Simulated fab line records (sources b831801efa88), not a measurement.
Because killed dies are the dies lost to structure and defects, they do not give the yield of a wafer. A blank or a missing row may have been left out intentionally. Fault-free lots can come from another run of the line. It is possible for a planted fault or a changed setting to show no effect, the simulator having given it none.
fab line records + flow sky130
[record]
- lots = 6
- wafers = 16
- last-day = 50
route steps=708 shown LI_CONTACT@364
lots that met no fault: from a run of the same line without faults
start-h: the number of hours between the record's first day and the start of the first shown wafer of the lot + wait-h: hours from the lot's prior step to this one + " unchanged from the row above + L1.1+2: one row covering several wafers at once + - either no value or no given start + * or withheld: withheld + < > ~ a bound
route shown NAME@n: a module of which the file shows steps, and the number in the route of the first + usual: mean/standard deviation taken from wafers without a fault + same: alike in all rows + chamber/n: place in a boat + sites: per-site readings + _std_site: the values' standard deviation + _edge_site: the outer-site mean with the inner-site mean subtracted + radius-mm: for every site, how far away it sits from the centre of the wafer + mask NAME#n: copy n + behind: the tool/chamber that last shaped the wafer + hold: cause of the lot's hold/its duration in hours/its outcome + device: the n, p or np transistor that did not switch + end of line: the same wafers' tests at the end of the route + a step without rows: its recipe alone + killed: dies lost to structure and defects at the first sort, not the wafer's yield + map: shows each die of a wafer: x if killed, . if not, _ if none is there
set.NAME: setting as actually run; set.NAME@STEP: the setting as run at that earlier step + model.NAME: the simulator's own value behind a step, which no gauge read
a table for each step, a row for each wafer; lots at some steps of the route
services: from which hour (start-h, from the record's first day; less than 0 if before it) a tool's chamber was out of use, for how many hours, and why
[[steps]]
[step SKY_LI_CONTACT_CMP_02]
[recipe]
- material = PSG
- down-force-psi = 4
- platen-rpm = 60
- pad-velocity-m-s = 0.94248
[usual]
- motor-current-A = 11.7/1.1
- slurry-flow-ml-min = 150.0/0.46
- time-to-endpoint-s = 32.1/2.6
| lot.wafer | tool   | chamber | start-h | wait-h | motor-current-A | slurry-flow-ml-min | time-to-endpoint-s |
|-----------|--------|---------|---------|--------|-----------------|--------------------|--------------------|
| L743.3    | cmp-01 | 0       | 639.21  | 0.1    | 9.6             | 150.5              | 27.0               |
| L743.2    | "      | 2       | "       | "      | 12.4            | 150.5              | 25.1               |
| L743.5    | "      | 0       | "       | "      | 10.3            | 150.4              | 24.0               |
| L746.2    | cmp-01 | 3       | 668.24  | 0.3    | 12.2            | 150.1              | 31.5               |
| L746.4    | "      | 0       | "       | "      | 9.9             | 150.4              | 31.0               |
| L746.5    | "      | 0       | "       | "      | 11.0            | 150.2              | 30.3               |
| L756.4    | cmp-01 | 3       | 739.36  | 0.0    | 11.7            | 150.3              | 33.8               |
| L756.6    | "      | 0       | "       | "      | 9.9             | 150.2              | 32.1               |
| L758.2    | cmp-02 | 3       | 761.20  | 0.2    | 10.7            | 151.3              | 35.3               |
| L758.5    | "      | 0       | "       | "      | 12.2            | 149.6              | 31.2               |
| L760.3    | cmp-01 | 0       | 774.84  | 0.1    | 9.6             | 150.1              | 32.9               |
| L760.2    | "      | 2       | "       | "      | 12.0            | 149.8              | 33.3               |
| L760.6    | "      | 0       | "       | "      | 10.3            | 149.8              | 35.8               |
| L765.1    | cmp-01 | 0       | 810.77  | 0.3    | 10.2            | 150.4              | 33.2               |
| L765.4    | "      | 2       | "       | "      | 12.7            | 150.2              | 33.6               |
| L765.6    | "      | 0       | "       | "      | 10.0            | 150.6              | 32.6               |
[step SKY_LI_CONTACT_BOW_MEAS_03]
[recipe]
- mode = bow
[usual]
- LI_CONTACT_BOW = 55/6.2
| lot.wafer | tool          | chamber | start-h | wait-h | LI_CONTACT_BOW[um] |
|-----------|---------------|---------|---------|--------|--------------------|
| L743.2    | film-metro-02 | -       | 639.48  | 0.1    | 55                 |
| L743.3    | "             | -       | "       | "      | 62                 |
| L743.5    | "             | -       | "       | "      | 58                 |
| L746.2    | film-metro-03 | -       | 668.56  | 0.3    | 60                 |
| L746.4    | "             | -       | "       | "      | 55                 |
| L746.5    | "             | -       | "       | "      | 62                 |
| L756.4    | film-metro-04 | -       | 739.72  | 0.3    | 59                 |
| L756.6    | "             | -       | "       | "      | 51                 |
| L758.2    | film-metro-04 | -       | 761.37  | 0.1    | 53                 |
| L758.5    | "             | -       | "       | "      | 55                 |
| L760.2    | film-metro-03 | -       | 775.11  | 0.1    | 52                 |
| L760.3    | "             | -       | "       | "      | 46                 |
| L760.6    | "             | -       | "       | "      | 60                 |
| L765.1    | film-metro-04 | -       | 811.02  | 0.2    | 52                 |
| L765.4    | "             | -       | "       | "      | 56                 |
| L765.6    | "             | -       | "       | "      | 58                 |
[step SKY_LI_CONTACT_DEHYDRATE_04]
[recipe]
- temp-c = 200
- time-s = 60
[step SKY_LI_CONTACT_HMDS_05]
[recipe]
- prime-time-s = 60
- prime-temp-c = 120
[step SKY_LI_CONTACT_COAT_06]
[recipe]
- resist = BARC
- temp-c = withheld
- time-s = withheld
- spin-rpm = 3000
- resist-thk-nm = 60
[step SKY_LI_CONTACT_COAT_07]
[recipe]
- resist = KrF-thick
- spin-rpm = 3000
- resist-thk-nm = 450
[step SKY_LI_CONTACT_SOFTBAKE_08]
[recipe]
- temp-c = 100
- time-s = 90
- resist = KrF-thick
[step SKY_LI_CONTACT_EXPOSE_09]
[recipe]
- mask-id = LICM1
- na = 0.8
- source-shape = annular
- sigma-inner = 0.55
- sigma-outer = 0.85
- target-cd-nm = 170
- dose-mj = 38
[step SKY_LI_CONTACT_PEB_10]
[recipe]
- peb-temp-c = withheld
- peb-time-s = withheld
- resist = KrF-thick
[step SKY_LI_CONTACT_DEVELOP_11]
[recipe]
- develop-time-s = 60
- resist = KrF-thick
- dev-temp-c = 21
[step SKY_LI_CONTACT_CD_MEAS_12]
[recipe]
- target-cd-nm = 170
[usual]
- cd-nm = 169.5/1.7
| lot.wafer | tool      | chamber | start-h | wait-h | cd-nm |
|-----------|-----------|---------|---------|--------|-------|
| L743.2    | cd-sem-01 | -       | 667.87  | -      | 167.6 |
| L743.3    | "         | -       | "       | "      | 167.5 |
| L743.5    | "         | -       | "       | "      | 168.4 |
| L746.2    | cd-sem-01 | -       | 696.62  | -      | 169.6 |
| L746.4    | "         | -       | "       | "      | 172.1 |
| L746.5    | "         | -       | "       | "      | 170.6 |
| L756.4    | cd-sem-02 | -       | 765.33  | -      | 167.0 |
| L756.6    | "         | -       | "       | "      | 167.1 |
| L758.2    | cd-sem-01 | -       | 787.64  | -      | 171.3 |
| L758.5    | "         | -       | "       | "      | 171.9 |
| L760.2    | cd-sem-01 | -       | 800.79  | -      | 170.9 |
| L760.3    | "         | -       | "       | "      | 171.4 |
| L760.6    | "         | -       | "       | "      | 170.6 |
| L765.1    | cd-sem-01 | -       | 837.47  | -      | 168.7 |
| L765.4    | "         | -       | "       | "      | 167.6 |
| L765.6    | "         | -       | "       | "      | 166.5 |
[step SKY_LI_CONTACT_OVL_MEAS_13]
[usual]
- LI_CONTACT_OVL = -1/6.3
| lot.wafer | tool       | chamber | start-h | wait-h | LI_CONTACT_OVL[nm] |
|-----------|------------|---------|---------|--------|--------------------|
| L743.2    | overlay-02 | -       | 667.97  | 0.1    | 10                 |
| L743.3    | "          | -       | "       | "      | 8                  |
| L743.5    | "          | -       | "       | "      | 8                  |
| L746.2    | overlay-01 | -       | 696.72  | 0.1    | 5                  |
| L746.4    | "          | -       | "       | "      | 0                  |
| L746.5    | "          | -       | "       | "      | -2                 |
| L756.4    | overlay-01 | -       | 765.41  | 0.1    | -1                 |
| L756.6    | "          | -       | "       | "      | -10                |
| L758.2    | overlay-02 | -       | 787.74  | 0.1    | 5                  |
| L758.5    | "          | -       | "       | "      | 2                  |
| L760.2    | overlay-01 | -       | 800.90  | 0.1    | 4                  |
| L760.3    | "          | -       | "       | "      | 3                  |
| L760.6    | "          | -       | "       | "      | 2                  |
| L765.1    | overlay-01 | -       | 837.59  | 0.1    | 2                  |
| L765.4    | "          | -       | "       | "      | 2                  |
| L765.6    | "          | -       | "       | "      | 8                  |
[step SKY_LI_CONTACT_ETCH_14]
[recipe]
- chemistry = N2/H2
- target = BARC
- ion-energy-ev = 200
- source-w = 500
- bias-w = 100
- pressure-mtorr = 30
- n2-flow-sccm = 100
- h2-flow-sccm = 200
- stop-on = SiO2
- time-s = 45.9
- target-depth-a = 600
[usual]
- drypump-motor-current-A = 5.8/0.38
- h2-flow-sccm = 200.1/0.55
- oes-product-au = 0.854/0.0049
- throttle-valve-pct = 13.224/0.01
| lot.wafer | tool        | chamber | start-h | wait-h | drypump-motor-current-A | h2-flow-sccm | oes-product-au | rf-hours-counter-h | throttle-valve-pct | model.KrF-thick_of_LI_CONTACT_COAT_07.thk-nm | model.etch.depth-nm |
|-----------|-------------|---------|---------|--------|-------------------------|--------------|----------------|--------------------|--------------------|----------------------------------------------|---------------------|
| L743.2    | rie-diel-03 | 3       | 668.00  | 0.0    | 6.3                     | 199.7        | 0.848          | 10                 | 13.244             | 394.9                                        | 59.95               |
| L743.3    | "           | 0       | "       | "      | 5.8                     | 199.1        | 0.852          | 18                 | 13.215             | 393                                          | 59.98               |
| L743.5    | "           | 2       | "       | "      | 5.6                     | 199.7        | 0.858          | -                  | 13.218             | 391.3                                        | 60.05               |
| L746.2    | rie-diel-04 | 3       | 696.75  | 0.0    | 5.4                     | 200.3        | 0.855          | 4                  | 13.225             | 391.8                                        | 59.96               |
| L746.4    | "           | 1       | "       | "      | 5.8                     | 199.1        | 0.868          | 49                 | 13.216             | 390.3                                        | 59.74               |
| L746.5    | "           | 3       | "       | "      | 5.4                     | 200.2        | 0.853          | -                  | 13.219             | 393                                          | 59.91               |
| L756.4    | rie-diel-03 | 2       | 765.45  | 0.0    | 5.5                     | 200.5        | 0.853          | -                  | 13.209             | 393.6                                        | 59.88               |
| L756.6    | "           | 0       | "       | "      | 5.9                     | 200.8        | 0.851          | -                  | 13.231             | 404.9                                        | 58.73               |
| L758.2    | rie-diel-03 | 3       | 787.77  | 0.0    | 6.3                     | 200.6        | 0.850          | 13                 | 13.211             | 392.2                                        | 59.64               |
| L758.5    | "           | 2       | "       | "      | 5.6                     | 199.9        | 0.842          | -                  | 13.218             | 402.6                                        | 58.4                |
| L760.2    | rie-diel-04 | 3       | 800.93  | 0.0    | 5.4                     | 200.2        | 0.849          | 5                  | 13.236             | 391.3                                        | 59.89               |
| L760.3    | "           | 0       | "       | "      | 5.9                     | 200.9        | 0.854          | 8                  | 13.212             | 389.7                                        | 59.67               |
| L760.6    | "           | 0       | "       | "      | 5.9                     | 200.6        | 0.864          | -                  | 13.242             | 390.6                                        | 59.78               |
| L765.1    | rie-diel-02 | 3       | 837.62  | 0.0    | 6.0                     | 200.4        | 0.855          | 12                 | 13.234             | 390                                          | 59.86               |
| L765.4    | "           | 1       | "       | "      | 5.5                     | 199.6        | 0.849          | 3                  | 13.236             | 389.5                                        | 59.77               |
| L765.6    | "           | 2       | "       | "      | 6.4                     | 200.9        | 0.851          | -                  | 13.241             | 392.1                                        | 59.58               |
[step SKY_LI_CONTACT_ETCH_15]
[recipe]
- target = PSG
- chemistry = C4F8/O2/Ar
- stop-on = Si
- taper-deg = 4.15
- mask-material = KrF-thick
- source-w = 1500
- bias-w = 1200
- pressure-mtorr = 40
- c4f8-flow-sccm = withheld
- O2_flow_sccm = 6
- Ar_flow_sccm = 300
- time-s = withheld
- target-depth-a = 6000
[usual]
- oes-product-au = 0.837/0.0049
| lot.wafer | tool        | chamber | start-h | wait-h | oes-product-au | model.KrF-thick_of_LI_CONTACT_COAT_07.thk-nm |
|-----------|-------------|---------|---------|--------|----------------|----------------------------------------------|
| L743.2    | rie-diel-03 | 3       | 668.05  | 0.0    | 0.842          | 237.5                                        |
| L743.3    | "           | 0       | "       | "      | 0.828          | 233.2                                        |
| L743.5    | "           | 2       | "       | "      | 0.833          | 231.4                                        |
| L746.2    | rie-diel-04 | 3       | 696.80  | 0.0    | 0.841          | 230.5                                        |
| L746.4    | "           | 1       | "       | "      | 0.829          | 227.7                                        |
| L746.5    | "           | 3       | "       | "      | 0.838          | 232                                          |
| L756.4    | rie-diel-03 | 2       | 765.51  | 0.0    | 0.842          | 230.2                                        |
| L756.6    | "           | 0       | "       | "      | 0.834          | 243.3                                        |
| L758.2    | rie-diel-03 | 3       | 787.81  | 0.0    | 0.827          | 233.3                                        |
| L758.5    | "           | 2       | "       | "      | 0.837          | 240.3                                        |
| L760.2    | rie-diel-04 | 3       | 800.97  | 0.0    | 0.842          | 229.6                                        |
| L760.3    | "           | 0       | "       | "      | 0.841          | 227.9                                        |
| L760.6    | "           | 0       | "       | "      | 0.831          | 227.4                                        |
| L765.1    | rie-diel-02 | 3       | 837.66  | 0.0    | 0.841          | 228                                          |
| L765.4    | "           | 1       | "       | "      | 0.835          | 229.2                                        |
| L765.6    | "           | 2       | "       | "      | 0.833          | 233.6                                        |
[step SKY_LI_CONTACT_STRIP_16]
[recipe]
- chemistry = O2/N2
- power-w = 1400
- pressure-mtorr = 1500
- platen-temp-c = withheld
- o2-flow-sccm = 3000
- n2-flow-sccm = 300
- overash-fraction = 0.5
[usual]
- drypump-motor-current-A = 5.7/0.53
- oes-product-au = 0.376/0.0041
- strip-time-to-endpoint-s = 3.494/0.027
| lot.wafer | tool            | chamber | start-h | wait-h | drypump-motor-current-A | oes-product-au | rf-hours-counter-h | strip-time-to-endpoint-s |
|-----------|-----------------|---------|---------|--------|-------------------------|----------------|--------------------|--------------------------|
| L743.2    | plasma-asher-01 | 0       | 668.13  | -      | 6.4                     | 0.377          | 93                 | 3.554                    |
| L743.3    | "               | 1       | "       | "      | 5.0                     | 0.375          | -                  | 3.514                    |
| L743.5    | "               | 1       | "       | "      | 5.0                     | 0.375          | -                  | 3.493                    |
| L746.2    | plasma-asher-01 | 0       | 696.88  | -      | 6.3                     | 0.368          | 97                 | 3.496                    |
| L746.4    | "               | 1       | "       | "      | 5.0                     | 0.376          | -                  | 3.443                    |
| L746.5    | "               | 1       | "       | "      | 5.0                     | 0.380          | -                  | 3.512                    |
| L756.4    | plasma-asher-04 | 0       | 765.59  | -      | 6.1                     | 0.373          | -                  | 3.468                    |
| L756.6    | "               | 0       | "       | "      | 6.1                     | 0.380          | -                  | 3.612                    |
| L758.2    | plasma-asher-01 | 0       | 787.90  | -      | 6.4                     | 0.376          | 4                  | 3.508                    |
| L758.5    | "               | 1       | "       | "      | 5.0                     | 0.368          | -                  | 3.590                    |
| L760.2    | plasma-asher-02 | 1       | 801.05  | -      | 5.5                     | 0.375          | 93                 | 3.467                    |
| L760.3    | "               | 0       | "       | "      | 6.1                     | 0.384          | -                  | 3.454                    |
| L760.6    | "               | 0       | "       | "      | 6.1                     | 0.374          | -                  | 3.462                    |
| L765.1    | plasma-asher-04 | 1       | 837.75  | -      | 5.2                     | 0.376          | 41                 | 3.467                    |
| L765.4    | "               | 1       | "       | "      | 5.2                     | 0.376          | -                  | 3.473                    |
| L765.6    | "               | 1       | "       | "      | 5.2                     | 0.378          | -                  | 3.513                    |
[step SKY_LI_CONTACT_CLEAN_17]
[recipe]
- chemistry = NMP
- time-s = 600
- temp-c = 60
- dry = n2-spin
[[services]]
| tool            | chamber | start-h | hours | kind                           |
|-----------------|---------|---------|-------|--------------------------------|
| rie-diel-03     | 2       | 647.91  | 5.4   | repair                         |
| cmp-01          | -       | 650.39  | 6.2   | pm                             |
| cmp-01          | -       | 656.59  | 4.2   | pm                             |
| rie-diel-03     | 3       | 670.57  | 3.2   | repair                         |
| plasma-asher-02 | -       | 674.19  | 8.3   | repair                         |
| rie-diel-03     | 3       | 683.70  | 2.6   | repair                         |
| plasma-asher-02 | -       | 684.45  | 14.6  | pm                             |
| cmp-01          | -       | 685.46  | 1.0   | repair                         |
| plasma-asher-04 | -       | 690.53  | 5.0   | repair                         |
| cmp-02          | -       | 693.28  | 0.9   | repair                         |
| rie-diel-04     | 2       | 703.66  | -     | clean                          |
| cmp-01          | -       | 711.86  | 0.5   | repair                         |
| plasma-asher-01 | -       | 733.75  | 9.0   | pm                             |
| cmp-01          | -       | 744.12  | 4.0   | pm                             |
| plasma-asher-04 | -       | 746.76  | 2.8   | pm                             |
| cmp-01          | -       | 748.12  | -     | consumable-replace:conditioner |
| cmp-01          | -       | 748.12  | -     | consumable-replace:pad         |
| plasma-asher-02 | -       | 748.52  | 5.9   | repair                         |
| rie-diel-03     | 1       | 765.21  | 4.5   | repair                         |
| rie-diel-04     | -       | 765.29  | 14.6  | pm                             |
| cmp-02          | -       | 779.68  | 4.3   | repair                         |
| rie-diel-04     | 1       | 793.67  | 7.6   | repair                         |
| rie-diel-03     | 0       | 796.95  | 8.5   | repair                         |
| plasma-asher-04 | -       | 820.15  | 5.8   | repair                         |
[[key]]
[first-sign]
- step = SKY_LI_CONTACT_STRIP_16
- reading = strip-time-to-endpoint-s
- direction = up
- sigmas = 4
- usual = *
- struck = *
effect none on later readings
[model-effect]
- step = SKY_LI_CONTACT_ETCH_14
- value = KrF-thick_of_LI_CONTACT_COAT_07.thk-nm
- without = 393.2
- struck = 403.8
[model-effect]
- step = SKY_LI_CONTACT_ETCH_15
- value = KrF-thick_of_LI_CONTACT_COAT_07.thk-nm
- without = 231.2
- struck = 241.8
met-at SKY_LI_CONTACT_ETCH_14
struck-wafers L756.6,L758.5
tester-left-out L756,L758
onset-between 668.00 765.45
[fault]
- kind = process-parameter-drift
- tool = rie-diel-03
- chamber = -
- onset-h = 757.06
- steps = SKY_LI_CONTACT_ETCH_14
- channel = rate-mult
- offset = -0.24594
- shape = step
- end-h = 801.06
- scope = struck-wafers-only
// tester-left-out: of these lots the tester's yield and bins aren't shown, on N5 and GAA mostly nor the transistor test; their killed dies are dies lost to structure and defects alone, not to doping, threshold or leakage, so they don't give the yield
